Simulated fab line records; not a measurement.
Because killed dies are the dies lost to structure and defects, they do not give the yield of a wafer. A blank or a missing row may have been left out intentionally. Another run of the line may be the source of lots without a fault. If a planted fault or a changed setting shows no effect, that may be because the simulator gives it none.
The tool behind it: which one? | flow sky130 | Sampling: 6 lots, 18 wafers, 4 of 708 route steps

WHAT THE GAUGES READ, wafer by wafer
SKY_METAL5_RS_MEAS_05: uses a four-point probe to measure.
lot  | measured     | on            | METAL5_ALCU_RS (ohm/sq)
L553 | day 43 16:39 | film-metro-02 | 0.02759 0.02726 0.02759
L558 | day 45 01:12 | film-metro-04 | 0.0779 0.07382 0.07979 0.07786 0.07386 0.07974
L560 | day 45 15:25 | film-metro-04 | 0.07363 0.07972 0.07564 0.07355 0.07951 0.0754
L567 | day 47 21:02 | film-metro-03 | 0.02693 0.02718 0.02716
L570 | day 48 03:13 | film-metro-03 | 0.02742 0.0272 0.02707
L573 | day 48 14:17 | film-metro-04 | 0.02644 0.02726 0.02632

EACH LOT AND THE TOOL THAT RAN IT (in order: tool; ch and the chambers of the sampled wafers; start)
lot  | SKY_VIA4_CVD_18               | SKY_METAL5_SPUTTER_01        | SKY_METAL5_SPUTTER_02
L553 | cvd-w-02 ch 0,1, day 43 15:50 | pvd-sputter-01, day 43 16:29 | pvd-sputter-01, day 43 16:31
L558 | cvd-w-02 ch 0,1, day 45 00:24 | pvd-sputter-03, day 45 01:04 | pvd-sputter-03, day 45 01:05
L560 | cvd-w-02 ch 0,1, day 45 14:38 | pvd-sputter-03, day 45 15:17 | pvd-sputter-03, day 45 15:19
L567 | cvd-w-01 ch 1, day 47 20:13   | pvd-sputter-02, day 47 20:52 | pvd-sputter-02, day 47 20:53
L570 | cvd-w-02 ch 0,1, day 48 02:09 | pvd-sputter-01, day 48 03:05 | pvd-sputter-01, day 48 03:06
L573 | cvd-w-01 ch 0,1, day 48 13:20 | pvd-sputter-03, day 48 14:09 | pvd-sputter-03, day 48 14:11
- SKY_VIA4_CVD_18: deposits W, target thk 505 nm, time 152.14 s.
- SKY_METAL5_SPUTTER_01: material TiN, target thk 20 nm, time 16.7 s.
- SKY_METAL5_SPUTTER_02: material AlCu, target thk 1150 nm, time 61.2 s.

THE ANSWER, worked out from the rows above alone
Rule: what is usual is taken from the lots themselves. The widest of any qualifying gaps counts: lots, ordered by their means at a reading, are off when they make up no more than a third of the lots, leave a main group of 4 or more, and stand apart from it by 3 or more times the standard deviation of that group's means. A main group whose means are all the same, to the digits that the tables above print for the reading, isn't used. A lot without any number at a reading at which 4 lots or more have one is off too. All remaining lots with rows at the step are treated as sound.
Off: L558, L560, at SKY_METAL5_RS_MEAS_05 (METAL5_ALCU_RS). The main group: mean 0.02712 ohm/sq, standard deviation 0.00029.
A tool fits if, at a process step before that reading, it ran every lot that is off, and no sound lot after the first of them. Those tools and the gauges at SKY_METAL5_RS_MEAS_05 are tried in the same way. None of those tried fits.

WHAT HAD BEEN PUT IN BY THE SIMULATOR
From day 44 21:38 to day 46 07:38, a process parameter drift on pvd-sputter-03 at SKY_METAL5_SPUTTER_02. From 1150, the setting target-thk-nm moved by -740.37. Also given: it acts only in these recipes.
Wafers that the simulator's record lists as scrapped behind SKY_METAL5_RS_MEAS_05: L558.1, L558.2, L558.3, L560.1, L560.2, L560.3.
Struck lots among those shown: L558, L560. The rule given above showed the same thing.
